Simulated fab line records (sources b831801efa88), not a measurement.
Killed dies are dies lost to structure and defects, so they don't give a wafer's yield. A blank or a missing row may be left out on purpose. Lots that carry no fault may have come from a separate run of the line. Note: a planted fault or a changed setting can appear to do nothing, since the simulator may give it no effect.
Comparing a struck lot with a sound one	flow sky130	17 steps out of a route of 708
Sound: these wafers, L102.1, L102.3, L102.6. Struck: wafer L113.6 (L113.1, L113.5, from the same lot, were not struck and are left out); the cause is given at the end.
Each step with rows lists, per side, the tool, then ch with its chambers, then its first start. Under that, the readings that differ: sound wafers	struck wafers	difference of the means	sigmas: that difference in standard deviations of wafers without a fault.
alike: same words and numbers on both sides, and readings whose means sit less than 2 such deviations apart. not compared: any withheld reading, any reading some wafer has no value for, any bound like >300 that may hide the same value, and any number with overlapping values for which the record gives no deviation.
Wherever a step has rows on one side only, a row that says differs or no value, or a row with sigmas, the two part there. Numbers that don't overlap but have no deviation are shown without sigmas and don't part them. A reading that every wafer of one side lacks parts them only if that side has two wafers or more.

first, 3 steps without rows for these wafers: SKY_VIA1_EXPOSE_09 (exposes mask VIM, target cd 150 nm); SKY_VIA1_PEB_10; SKY_VIA1_DEVELOP_11 (develop time 60 s).
SKY_VIA1_CD_MEAS_12: the cd target is 150 nm.
  sound on cd sem-02 at day 34 20:05; struck on cd sem-01 at day 38 00:23
  alike: cd nm
SKY_VIA1_OVL_MEAS_13:
  sound on overlay-02 at day 34 20:13; struck on overlay-01 at day 38 00:31
  alike: VIA1_OVL
SKY_VIA1_ETCH_14: etches BARC in N2/H2, stops on SiO2, time 45.9 s, target depth 60 nm.
  sound on rie diel-03 ch 2,3, day 34 20:14; struck on rie diel-02 ch 0, day 38 00:33
reading	sound	struck	difference	sigmas
drypump motor current A (A)	6.2 6.0 6.0	5.0	-1.1	-2
  alike: bias w, oes product au, throttle valve pct
  not compared: rf hours counter h
SKY_VIA1_ETCH_15: etches SiO2 in C4F8/O2/Ar, stops on TiN, target depth 351 nm, time 54 s.
  sound on rie diel-03 ch 2,3, day 34 20:17; struck on rie diel-02 ch 0, day 38 00:35
reading	sound	struck	difference	sigmas
bias w (W)	1199 1205 1208	1196	-8	-2
  alike: oes product au
  not compared: rf hours counter h
SKY_VIA1_STRIP_16: strips in O2/N2.
  sound on plasma asher-01 ch 0, day 34 20:20; struck on plasma asher-01 ch 0, day 38 00:38
reading	sound	struck	difference	sigmas
strip time to endpoint s (s)	4.416 4.433 4.428	4.463	+0.037	+2
  alike: drypump motor current A, oes product au
  not compared: rf hours counter h
then, 3 steps without rows for these wafers: SKY_VIA1_STRIP_17 (strips in post etch residue remover, time 1200 s); SKY_VIA1_CLEAN_18 (cleans in IPA, time 180 s); SKY_VIA1_CLEAN_19 (cleans in O3/DIW).
SKY_VIA1_SPUTTER_20: material TiN, target thk 20 nm, time 80 s.
  sound on pvd sputter-02 at day 34 21:16; struck on pvd sputter-02 at day 38 01:16
  alike: throttle valve pct
SKY_VIA1_CVD_21: deposits W, target thk 270 nm, time 80.902 s.
  sound on cvd w-02 ch 1, day 34 21:20; struck on cvd w-02 ch 1, day 38 01:20
reading	sound	struck	difference	sigmas
model.W_of_VIA1_CVD_21.thk nm (nm)	270.9 276.1 270.1	257.8	-14.6	
  alike: heater power w
SKY_VIA1_RS_MEAS_22: uses a four-point probe to measure.
  sound on film metro-03 at day 34 21:26; struck on film metro-01 at day 38 01:25
reading	sound	struck	difference	sigmas
VIA1_W_RS (ohm/sq)	0.425 0.418 0.427	0.447	+0.024	+7
SKY_VIA1_THK_MEAS_23: measures by xrf.
  sound on film metro-03 at day 34 21:33; struck on film metro-01 at day 38 01:32
reading	sound	struck	difference	sigmas
VIA1_W_THK (nm)	259 265 260	246	-15	-5
SKY_VIA1_CMP_24: polishes, stops on SiO2, t overpolish 15 s, target thk 0 nm.
  sound on cmp-02 ch 1,3, day 34 21:40; struck on cmp-02 ch 1, day 38 01:36
  alike: motor current A, slurry flow ml min
-- the record jumps here: 11 days lie between the struck wafers' starts before and after (it left off in module VIA1 and takes up again in module PAD_OPEN, whose first step shown is number 708 of the route) --
SKY_PAD_OPEN_PROBE_99:
  sound on prober-01 at day 46 09:06; struck on prober-01 at day 48 20:10
reading	sound	struck	difference	sigmas
defect limited yield (%)	78.3 79.9 80.1	84.8	+5.4	+3
killed_at_M0_to_M3	60 53 55	32	-24	-3
killed dies	107 99 98	75	-26	-3
killed open	62 54 58	41	-17	-3
sort_bin_6_memory (%)	6.1 9.6 8.3	5.1	-2.9	-3
sort n pass	385 393 394	417	+26	+3
sort yield pct (%)	78.3 79.9 80.1	84.8	+5.4	+3
  alike: killed_at_M4_up, killed at contacts, killed at front end, killed at other, killed short, sort_bin_3_pad_short, sort_bin_5_function

WHERE THEY PART
At SKY_VIA1_ETCH_14 first; at SKY_PAD_OPEN_PROBE_99 last (within this record only).

WHY: what had been put in by the simulator
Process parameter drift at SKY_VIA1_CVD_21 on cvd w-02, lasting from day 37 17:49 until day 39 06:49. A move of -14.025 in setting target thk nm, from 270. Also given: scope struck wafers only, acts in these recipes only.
